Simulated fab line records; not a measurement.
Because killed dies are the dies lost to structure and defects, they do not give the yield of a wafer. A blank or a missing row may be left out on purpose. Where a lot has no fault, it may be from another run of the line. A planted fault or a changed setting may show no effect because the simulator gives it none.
fab line records	flow sky130	part 1 of 2: steps 1 to 30 of 40
record lots=5	wafers=15	last-day=49
route steps=708 shown SONOS_ONO@170 GATE_OXIDE@187 POLY_GATE@204 RES_PROTECT@206
lots untouched by any fault: they come from a run of this same line in which no faults occurred
start-h: start of the lot's first displayed wafer, in hours after the record's first day	wait-h: time in hours since the lot's previous step	" same as the row above	L1.1+2: a row that stands for several wafers	- value missing, or start not given	* or withheld: withheld	< > ~ a bound
route shown NAME@n: names a module that has steps shown in the file, with the first one's number in the route	usual: mean/standard deviation taken from wafers without a fault	same: alike in all rows	chamber/n: place in a boat	sites: per-site readings	_std_site: the values' standard deviation	_edge_site: the outer-site mean with the inner-site mean subtracted	radius-mm: for every site, how far away it sits from the centre of the wafer	mask NAME#n: copy n	behind: the tool/chamber that last shaped the wafer	hold: cause of the lot's hold/its duration in hours/its outcome	device: the n, p or np transistor that did not switch	end of line: the same wafers' tests at the end of the route	a step given without rows: its recipe and nothing more	killed: not the wafer's yield, but the dies lost to structure and defects at the first sort	map: a wafer's dies, marking killed ones x, the rest . and places with no die _
set.NAME: the setting the step ran with; set.NAME@STEP: the setting that earlier step ran with	model.NAME: the simulator's own value behind a step, which no gauge read
lots seen at some steps along the route; tables by step, rows by wafer
services: a tool's chamber out of use, with start hour (start-h, from the record's first day; less than 0 if before it), hours out, and reason
## steps
# step SKY_SONOS_ONO_CVD_02
# recipe material=Si3N4	precursor=DCS/NH3	target-thk-nm=10.5	temp-c=770	time-s=180	pressure-mtorr=250
# usual spike-tc-centre-C=771.2/1.2	spike-tc-lower-C=770.8/0.91	zone-power-bottom-pct=19.4/0.55	zone-power-top-pct=29.8/1.9
# same time-s=180
lot.wafer	tool	chamber	start-h	wait-h	spike-tc-centre-C	spike-tc-lower-C	zone-power-bottom-pct	zone-power-top-pct
L074.2	lpcvd-02	1	260.41	0.0	771.7	770.7	19.8	27.9
L074.3	"	1	"	"	772.5	769.9	19.9	28.2
L074.5	"	1	"	"	773.6	771.3	19.7	27.7
L080.1	lpcvd-02	1	300.12	0.1	772.0	770.3	19.8	28.2
L080.2	"	1	"	"	772.8	771.1	20.0	28.1
L080.4	"	1	"	"	771.2	771.5	20.1	27.9
L082.1	lpcvd-02	0	313.48	0.5	771.9	771.5	19.1	31.7
L082.3	"	0	"	"	769.7	771.1	18.9	31.8
L082.5	"	0	"	"	770.2	771.4	18.6	31.0
L089.1	lpcvd-02	0	376.49	1.3	771.9	771.9	18.6	31.9
L089.2	"	0	"	"	771.3	770.8	19.0	31.6
L089.3	"	0	"	"	771.3	772.8	18.8	31.8
L090.1	lpcvd-02	1	380.82	1.6	771.2	769.9	19.7	27.7
L090.2	"	1	"	"	770.2	771.3	19.9	27.6
L090.4	"	1	"	"	771.8	770.4	19.8	28.3
# step SKY_SONOS_ONO_THK_MEAS_03
# recipe reads=Si3N4_of_SONOS_ONO_CVD_02
# usual SONOS_ONO_CVD_02_THK=10.49/0.16
lot.wafer	tool	chamber	start-h	wait-h	SONOS_ONO_CVD_02_THK[nm]
L074.2	film-metro-01	-	261.47	0.0	10.38
L074.3	"	-	"	"	10.46
L074.5	"	-	"	"	10.53
L080.1	film-metro-02	-	301.17	0.0	10.52
L080.2	"	-	"	"	10.47
L080.4	"	-	"	"	10.51
L082.1	film-metro-02	-	314.53	0.0	10.72
L082.3	"	-	"	"	10.70
L082.5	"	-	"	"	10.75
L089.1	film-metro-02	-	377.54	0.0	10.42
L089.2	"	-	"	"	10.58
L089.3	"	-	"	"	10.51
L090.1	film-metro-02	-	381.87	0.0	10.32
L090.2	"	-	"	"	10.42
L090.4	"	-	"	"	10.31
# step SKY_SONOS_ONO_CVD_04
# recipe material=SiO2	precursor=SiH4/N2O	target-thk-nm=5.7199	temp-c=900	pressure-mtorr=400
# usual spike-tc-centre-C=900.0/1.1	spike-tc-lower-C=900.7/1.2	zone-power-bottom-pct=29.4/0.34	zone-power-top-pct=34.1/1.8
# same time-s=900
lot.wafer	tool	chamber	start-h	wait-h	spike-tc-centre-C	spike-tc-lower-C	zone-power-bottom-pct	zone-power-top-pct
L074.2	lpcvd-03	0	261.52	0.0	900.2	899.1	29.0	35.5
L074.3	"	0	"	"	901.7	901.7	29.7	35.3
L074.5	"	0	"	"	899.9	899.7	29.2	35.4
L080.1	lpcvd-03	0	301.23	0.1	899.5	899.4	29.2	36.0
L080.2	"	0	"	"	901.5	900.2	28.9	35.4
L080.4	"	0	"	"	900.5	899.7	29.1	36.2
L082.1	lpcvd-03	1	314.59	0.1	900.0	901.8	29.3	31.9
L082.3	"	1	"	"	898.5	903.1	29.6	32.1
L082.5	"	1	"	"	902.1	902.5	29.6	31.7
L089.1	lpcvd-03	0	377.60	0.1	899.3	898.5	29.1	35.6
L089.2	"	0	"	"	901.4	900.2	29.5	35.9
L089.3	"	0	"	"	900.2	899.1	29.5	35.7
L090.1	lpcvd-03	1	381.93	0.1	901.5	901.4	29.4	31.5
L090.2	"	1	"	"	899.9	901.4	30.1	31.6
L090.4	"	1	"	"	899.7	901.2	29.5	31.8
# step SKY_SONOS_ONO_THK_MEAS_05
# recipe reads=SiO2_of_SONOS_ONO_CVD_04
# usual SONOS_ONO_CVD_04_THK=5.64/0.1
lot.wafer	tool	chamber	start-h	wait-h	SONOS_ONO_CVD_04_THK[nm]
L074.2	film-metro-01	-	262.78	0.0	5.82
L074.3	"	-	"	"	5.73
L074.5	"	-	"	"	5.69
L080.1	film-metro-02	-	302.48	0.0	5.71
L080.2	"	-	"	"	5.84
L080.4	"	-	"	"	5.85
L082.1	film-metro-02	-	315.84	0.0	5.72
L082.3	"	-	"	"	5.82
L082.5	"	-	"	"	5.69
L089.1	film-metro-02	-	378.85	0.0	5.75
L089.2	"	-	"	"	5.68
L089.3	"	-	"	"	5.78
L090.1	film-metro-04	-	383.18	0.0	5.57
L090.2	"	-	"	"	5.59
L090.4	"	-	"	"	5.58
# step SKY_SONOS_ONO_DEHYDRATE_06
# recipe temp-c=200	time-s=60
# same time-s=60
lot.wafer	tool	chamber	start-h	wait-h
L074.2+3+5	litho-track-03	0	274.40	11.6
L080.1+2+4	litho-track-04	0	315.44	12.9
L082.1+3+5	litho-track-02	0	328.42	12.6
L089.1+2+3	litho-track-04	0	392.59	13.7
L090.1+2+4	litho-track-02	0	397.27	14.1
# step SKY_SONOS_ONO_HMDS_07
# recipe prime-time-s=60	prime-temp-c=120
lot.wafer	tool	chamber	start-h	wait-h
L074.2+3+5	litho-track-03	0	274.55	0.1
L080.1+2+4	litho-track-04	0	315.59	0.1
L082.1+3+5	litho-track-02	0	328.57	0.1
L089.1+2+3	litho-track-04	0	392.74	0.1
L090.1+2+4	litho-track-02	0	397.42	0.1
# step SKY_SONOS_ONO_COAT_08
# recipe resist=NOVOLAK	spin-rpm=3000	resist-thk-nm=1140
lot.wafer	tool	chamber	start-h	wait-h
L074.2+3+5	litho-track-03	0	274.70	0.1
L080.1+2+4	litho-track-04	0	315.74	0.1
L082.1+3+5	litho-track-02	0	328.72	0.1
L089.1+2+3	litho-track-04	0	392.89	0.1
L090.1+2+4	litho-track-02	0	397.57	0.1
# step SKY_SONOS_ONO_SOFTBAKE_09
# recipe temp-c=90	time-s=60	resist=NOVOLAK
# same time-s=60
lot.wafer	tool	chamber	start-h	wait-h
L074.2+3+5	litho-track-03	0	274.85	0.1
L080.1+2+4	litho-track-04	0	315.89	0.1
L082.1+3+5	litho-track-02	0	328.87	0.1
L089.1+2+3	litho-track-04	0	393.04	0.1
L090.1+2+4	litho-track-02	0	397.72	0.1
# step SKY_SONOS_ONO_EXPOSE_10
# recipe mask-id=ONOM	target-cd-nm=410	na=0.6	source-shape=conventional	sigma-outer=0.6	dose-mj=150
lot.wafer	tool	chamber	start-h	wait-h	mask
L074.2+3+5	iline-stepper-02	0	-	-	ONOM#0
L080.1+2+4	iline-stepper-02	0	-	-	ONOM#0
L082.1+3+5	iline-stepper-02	0	-	-	ONOM#0
L089.1+2+3	iline-stepper-02	0	-	-	ONOM#0
L090.1+2+4	iline-stepper-01	0	-	-	ONOM#0
# step SKY_SONOS_ONO_PEB_11
# recipe temp-c=withheld	time-s=*	resist=NOVOLAK
# same time-s=*
lot.wafer	tool	chamber	start-h	wait-h
L074.2+3+5	litho-track-03	0	-	-
L080.1+2+4	litho-track-04	0	-	-
L082.1+3+5	litho-track-03	0	-	-
L089.1+2+3	litho-track-04	0	-	-
L090.1+2+4	litho-track-02	0	-	-
# step SKY_SONOS_ONO_DEVELOP_12
# recipe develop-time-s=60	dev-temp-c=23
lot.wafer	tool	chamber	start-h	wait-h
L074.2+3+5	litho-track-03	0	286.40	0.1
L080.1+2+4	litho-track-04	0	329.04	0.1
L082.1+3+5	litho-track-03	0	342.42	0.1
L089.1+2+3	litho-track-04	0	408.34	0.1
L090.1+2+4	litho-track-02	0	413.07	0.1
# step SKY_SONOS_ONO_CD_MEAS_13
# recipe target-cd-nm=410
# usual cd-nm=410.2/2.3
lot.wafer	tool	chamber	start-h	wait-h	cd-nm
L074.2	cd-sem-01	-	286.58	0.2	408.7
L074.3	"	-	"	"	409.4
L074.5	"	-	"	"	408.6
L080.1	cd-sem-01	-	329.19	0.1	412.5
L080.2	"	-	"	"	411.4
L080.4	"	-	"	"	409.6
L082.1	cd-sem-01	-	342.57	0.1	412.0
L082.3	"	-	"	"	411.0
L082.5	"	-	"	"	412.1
L089.1	cd-sem-02	-	408.49	0.1	408.3
L089.2	"	-	"	"	410.6
L089.3	"	-	"	"	408.0
L090.1	cd-sem-02	-	413.22	0.1	408.7
L090.2	"	-	"	"	409.2
L090.4	"	-	"	"	408.0
# step SKY_SONOS_ONO_OVL_MEAS_14
# usual SONOS_ONO_OVL=0.3/1.5
lot.wafer	tool	chamber	start-h	wait-h	SONOS_ONO_OVL[nm]
L074.2	overlay-02	-	286.69	0.1	1.0
L074.3	"	-	"	"	1.4
L074.5	"	-	"	"	0.9
L080.1	overlay-01	-	329.31	0.1	-2.4
L080.2	"	-	"	"	-0.2
L080.4	"	-	"	"	-0.5
L082.1	overlay-02	-	342.69	0.1	2.5
L082.3	"	-	"	"	3.4
L082.5	"	-	"	"	0.2
L089.1	overlay-02	-	408.61	0.1	1.1
L089.2	"	-	"	"	3.9
L089.3	"	-	"	"	0.6
L090.1	overlay-02	-	413.34	0.1	-0.3
L090.2	"	-	"	"	-1.0
L090.4	"	-	"	"	-1.2
# step SKY_SONOS_ONO_ETCH_15
# recipe target-depth-nm=19.52	chemistry=CHF3/O2	source-w=600	bias-w=200	pressure-mtorr=40	chf3-flow-sccm=50	O2_flow_sccm=5	time-s=7.8
# usual drypump-motor-current-A=5.6/0.45	oes-product-au=0.996/0.0091	throttle-valve-pct=8.825/0.0093
# same time-s=7.8
lot.wafer	tool	chamber	start-h	wait-h	drypump-motor-current-A	oes-product-au	rf-hours-counter-h	throttle-valve-pct
L074.2	rie-diel-03	3	286.72	0.0	6.1	0.991	5	8.836
L074.3	"	1	"	"	6.0	0.992	2	8.836
L074.5	"	1	"	"	6.0	0.997	-	8.807
L080.1	rie-diel-03	2	329.34	0.0	6.0	1.007	41	8.826
L080.2	"	1	"	"	6.0	0.991	3	8.832
L080.4	"	3	"	"	6.1	1.000	6	8.817
L082.1	rie-diel-04	0	342.73	0.0	5.9	0.992	0	8.823
L082.3	"	1	"	"	5.9	1.005	11	8.818
L082.5	"	3	"	"	5.0	0.997	-	8.831
L089.1	rie-diel-01	0	408.64	0.0	5.0	1.001	6	8.831
L089.2	"	1	"	"	5.3	1.007	12	8.820
L089.3	"	2	"	"	5.8	1.019	65	8.833
L090.1	rie-diel-03	0	413.38	0.0	6.3	1.004	67	8.830
L090.2	"	3	"	"	6.1	0.996	7	8.813
L090.4	"	1	"	"	6.0	1.002	4	8.820
# step SKY_SONOS_ONO_WET_ETCH_16
# recipe chemistry=dHF	target-depth-nm=14	dry=n2-spin	target=SiO2	dilution=100:1	temp-c=25	time-s=280
# same time-s=280
lot.wafer	tool	chamber	start-h	wait-h
L074.2+3+5	wet-bench-03	1	286.74	0.0
L080.1+2+4	wet-bench-02	0	329.37	0.0
L082.1+3+5	wet-bench-02	2	342.75	0.0
L089.1+2+3	wet-bench-03	3	408.67	0.0
L090.1+2+4	wet-bench-02	2	413.40	0.0
# step SKY_SONOS_ONO_STRIP_17
# recipe chemistry=O2/N2	power-w=1400	pressure-mtorr=1500	platen-temp-c=withheld	o2-flow-sccm=3000	n2-flow-sccm=300	overash-fraction=0.5
# usual drypump-motor-current-A=5.72/0.27	oes-product-au=0.711/0.0043	strip-time-to-endpoint-s=14.11/0.031
lot.wafer	tool	chamber	start-h	wait-h	drypump-motor-current-A	oes-product-au	rf-hours-counter-h	strip-time-to-endpoint-s
L074.2	plasma-asher-02	0	286.82	0.0	5.76	0.711	63	14.07
L074.3	"	0	"	"	5.75	0.711	-	14.09
L074.5	"	1	"	"	5.33	0.710	-	14.12
L080.1	plasma-asher-04	0	329.46	0.0	5.66	0.711	20	14.09
L080.2	"	1	"	"	5.85	0.712	20	14.06
L080.4	"	0	"	"	5.70	0.708	-	14.06
L082.1	plasma-asher-02	1	342.85	0.0	5.32	0.710	68	14.15
L082.3	"	1	"	"	5.34	0.704	-	14.14
L082.5	"	1	"	"	5.32	0.717	-	14.12
L089.1	plasma-asher-04	1	408.75	0.0	5.87	0.710	28	14.12
L089.2	"	0	"	"	5.69	0.716	28	14.13
L089.3	"	0	"	"	5.68	0.710	-	14.14
L090.1	plasma-asher-03	1	413.49	0.0	6.19	0.708	59	14.17
L090.2	"	0	"	"	5.98	0.706	59	14.14
L090.4	"	0	"	"	5.98	0.714	-	14.17
# step SKY_SONOS_ONO_WET_ETCH_18
# recipe chemistry=H3PO4	target-depth-nm=15	target=Si3N4	temp-c=160	time-s=172
# same time-s=172
lot.wafer	tool	chamber	start-h	wait-h
L074.2+3+5	wet-bench-02	3	286.92	0.1
L080.1+2+4	wet-bench-03	1	329.56	0.1
L082.1+3+5	wet-bench-02	2	342.95	0.1
L089.1+2+3	wet-bench-02	0	408.85	0.1
L090.1+2+4	wet-bench-02	1	413.59	0.1
# step SKY_GATE_OXIDE_CLEAN_00
# recipe chemistry=SC1/SC2	mix=1:4:20	temp-c=70	time-s=150	dry=n2-spin
# same time-s=150
lot.wafer	tool	chamber	start-h	wait-h
L074.2+3+5	wet-bench-04	0	286.99	0.0
L080.1+2+4	wet-bench-02	1	329.62	0.0
L082.1+3+5	wet-bench-03	0	343.02	0.0
L089.1+2+3	wet-bench-04	2	408.91	0.0
L090.1+2+4	wet-bench-04	0	413.66	0.0
# step SKY_GATE_OXIDE_OXIDATION_01
# recipe temp-c=900	ambient=O2	stabilise-s=600	purge-s=300	target-thk-a=102.68	ox-time-s=1473
# usual spike-tc-centre-C=901.4/0.93	spike-tc-lower-C=899.0/1.1	tube_center_temp_C_max=902.3/0.34	zone-power-bottom-pct=26.9/1.1	zone-power-top-pct=37.7/0.99
lot.wafer	tool	chamber	start-h	wait-h	spike-tc-centre-C	spike-tc-lower-C	tube_center_temp_C_max	zone-power-bottom-pct	zone-power-top-pct
L074.2	furnace-02	0	289.31	2.2	900.8	899.5	902.4	26.0	37.8
L074.3	"	0	"	"	901.7	899.2	902.4	25.9	38.0
L074.5	"	0	"	"	902.0	899.5	902.3	26.8	38.5
L080.1	furnace-02	0	330.37	0.7	901.8	899.7	902.8	26.3	37.7
L080.2	"	0	"	"	901.3	898.3	902.6	26.0	38.4
L080.4	"	0	"	"	900.4	898.6	902.3	25.7	38.5
L082.1	furnace-02	0	344.48	1.4	901.5	900.8	902.7	25.9	38.2
L082.3	"	0	"	"	901.3	900.0	901.8	26.1	37.9
L082.5	"	0	"	"	901.7	899.5	901.9	26.2	38.2
L089.1	furnace-01	0	408.96	0.0	902.1	900.7	902.6	28.3	36.0
L089.2	"	0	"	"	902.0	899.9	902.6	28.5	36.3
L089.3	"	0	"	"	900.6	898.5	901.8	28.6	35.6
L090.1	furnace-02	0	414.17	0.5	899.1	897.5	902.5	26.3	37.3
L090.2	"	0	"	"	900.9	900.1	902.4	25.8	38.2
L090.4	"	0	"	"	899.9	899.5	902.0	26.0	38.3
# step SKY_GATE_OXIDE_THK_MEAS_02
# recipe reads=SiO2_of_GATE_OXIDE_OXIDATION_01
# usual GATE_OXIDE_OXIDATION_00_THK=10.17/0.22
lot.wafer	tool	chamber	start-h	wait-h	GATE_OXIDE_OXIDATION_00_THK[nm]
L074.2	film-metro-03	-	290.73	0.0	10.15
L074.3	"	-	"	"	10.27
L074.5	"	-	"	"	10.15
L080.1	film-metro-02	-	331.78	0.0	10.09
L080.2	"	-	"	"	10.25
L080.4	"	-	"	"	10.11
L082.1	film-metro-03	-	345.89	0.0	9.75
L082.3	"	-	"	"	9.87
L082.5	"	-	"	"	9.91
L089.1	film-metro-02	-	410.37	0.0	9.93
L089.2	"	-	"	"	9.70
L089.3	"	-	"	"	9.75
L090.1	film-metro-04	-	415.58	0.0	10.18
L090.2	"	-	"	"	10.23
L090.4	"	-	"	"	10.38
# step SKY_GATE_OXIDE_DEHYDRATE_03
# recipe temp-c=200	time-s=60
# same time-s=60
lot.wafer	tool	chamber	start-h	wait-h
L074.2+3+5	litho-track-03	0	302.35	11.6
L080.1+2+4	litho-track-04	0	345.04	13.2
L082.1+3+5	litho-track-03	0	358.72	12.8
L089.1+2+3	litho-track-04	0	424.99	14.6
L090.1+2+4	litho-track-04	0	429.64	14.1
# step SKY_GATE_OXIDE_HMDS_04
# recipe prime-time-s=60	prime-temp-c=120
lot.wafer	tool	chamber	start-h	wait-h
L074.2+3+5	litho-track-03	0	302.50	0.1
L080.1+2+4	litho-track-04	0	345.19	0.1
L082.1+3+5	litho-track-03	0	358.87	0.1
L089.1+2+3	litho-track-04	0	425.14	0.1
L090.1+2+4	litho-track-04	0	429.79	0.1
# step SKY_GATE_OXIDE_COAT_05
# recipe resist=NOVOLAK	spin-rpm=3000	resist-thk-nm=1140
lot.wafer	tool	chamber	start-h	wait-h
L074.2+3+5	litho-track-03	0	302.65	0.1
L080.1+2+4	litho-track-04	0	345.34	0.1
L082.1+3+5	litho-track-03	0	359.02	0.1
L089.1+2+3	litho-track-04	0	425.29	0.1
L090.1+2+4	litho-track-04	0	429.94	0.1
# step SKY_GATE_OXIDE_SOFTBAKE_06
# recipe temp-c=90	time-s=60	resist=NOVOLAK
# same time-s=60
lot.wafer	tool	chamber	start-h	wait-h
L074.2+3+5	litho-track-03	0	302.80	0.1
L080.1+2+4	litho-track-04	0	345.49	0.1
L082.1+3+5	litho-track-03	0	359.17	0.1
L089.1+2+3	litho-track-04	0	425.44	0.1
L090.1+2+4	litho-track-04	0	430.09	0.1
# step SKY_GATE_OXIDE_EXPOSE_07
# recipe mask-id=LVOM	na=0.6	source-shape=conventional	sigma-outer=0.6	polarization=unpolarized	target-cd-nm=600	dose-mj=170
lot.wafer	tool	chamber	start-h	wait-h	mask
L074.2+3+5	iline-stepper-02	0	-	-	LVOM#0
L080.1+2+4	iline-stepper-01	0	-	-	LVOM#0
L082.1+3+5	iline-stepper-02	0	-	-	LVOM#0
L089.1+2+3	iline-stepper-02	0	-	-	LVOM#0
L090.1+2+4	iline-stepper-02	0	-	-	LVOM#0
# step SKY_GATE_OXIDE_PEB_08
# recipe temp-c=withheld	time-s=*	resist=NOVOLAK
# same time-s=*
lot.wafer	tool	chamber	start-h	wait-h
L074.2+3+5	litho-track-04	0	-	-
L080.1+2+4	litho-track-04	0	-	-
L082.1+3+5	litho-track-03	0	-	-
L089.1+2+3	litho-track-03	0	-	-
L090.1+2+4	litho-track-04	0	-	-
# step SKY_GATE_OXIDE_DEVELOP_09
# recipe resist=NOVOLAK	developer=TMAH	develop-time-s=60	dev-temp-c=23
lot.wafer	tool	chamber	start-h	wait-h
L074.2+3+5	litho-track-04	0	316.21	0.1
L080.1+2+4	litho-track-04	0	358.09	0.1
L082.1+3+5	litho-track-03	0	374.02	0.1
L089.1+2+3	litho-track-03	0	440.87	0.1
L090.1+2+4	litho-track-04	0	445.49	0.1
# step SKY_GATE_OXIDE_OVL_MEAS_10
# usual GATE_OXIDE_OVL=0.0/1.6
lot.wafer	tool	chamber	start-h	wait-h	GATE_OXIDE_OVL[nm]
L074.2	overlay-02	-	316.35	0.1	-0.5
L074.3	"	-	"	"	-1.9
L074.5	"	-	"	"	1.6
L080.1	overlay-01	-	358.24	0.1	0.5
L080.2	"	-	"	"	-0.2
L080.4	"	-	"	"	0.7
L082.1	overlay-02	-	374.17	0.1	-0.7
L082.3	"	-	"	"	-1.1
L082.5	"	-	"	"	-0.6
L089.1	overlay-02	-	441.02	0.1	5.3
L089.2	"	-	"	"	1.6
L089.3	"	-	"	"	1.5
L090.1	overlay-01	-	445.64	0.1	0.2
L090.2	"	-	"	"	-2.7
L090.4	"	-	"	"	0.4
# step SKY_GATE_OXIDE_IMPLANT_11
# recipe species=B	energy-kev=10	dose-cm2=2.6e+12	tilt-deg=withheld
# usual dose-ions-cm2=2.6001e+12/2.9e+09
lot.wafer	tool	chamber	start-h	wait-h	dose-ions-cm2
L074.2	implanter-03	0	316.40	0.0	2.6016e+12
L074.3	"	0	"	"	2.604e+12
L074.5	"	0	"	"	2.5993e+12
L080.1	implanter-03	0	358.27	0.0	2.6003e+12
L080.2	"	0	"	"	2.6023e+12
L080.4	"	0	"	"	2.6028e+12
L082.1	implanter-03	0	374.21	0.0	2.5978e+12
L082.3	"	0	"	"	2.5955e+12
L082.5	"	0	"	"	2.6024e+12
L089.1	implanter-03	0	441.06	0.0	2.5957e+12
L089.2	"	0	"	"	2.599e+12
L089.3	"	0	"	"	2.5951e+12
L090.1	implanter-01	0	445.67	0.0	2.596e+12
L090.2	"	0	"	"	2.5964e+12
L090.4	"	0	"	"	2.6001e+12
# step SKY_GATE_OXIDE_WET_ETCH_12
# recipe chemistry=dHF	target-depth-nm=16.8	dry=n2-spin	target=SiO2	dilution=100:1	temp-c=25	time-s=336
# same time-s=336
lot.wafer	tool	chamber	start-h	wait-h
L074.2+3+5	wet-bench-03	0	316.53	0.1
L080.1+2+4	wet-bench-02	0	358.42	0.1
L082.1+3+5	wet-bench-03	3	374.36	0.1
L089.1+2+3	wet-bench-04	1	441.21	0.1
L090.1+2+4	wet-bench-04	0	445.82	0.1
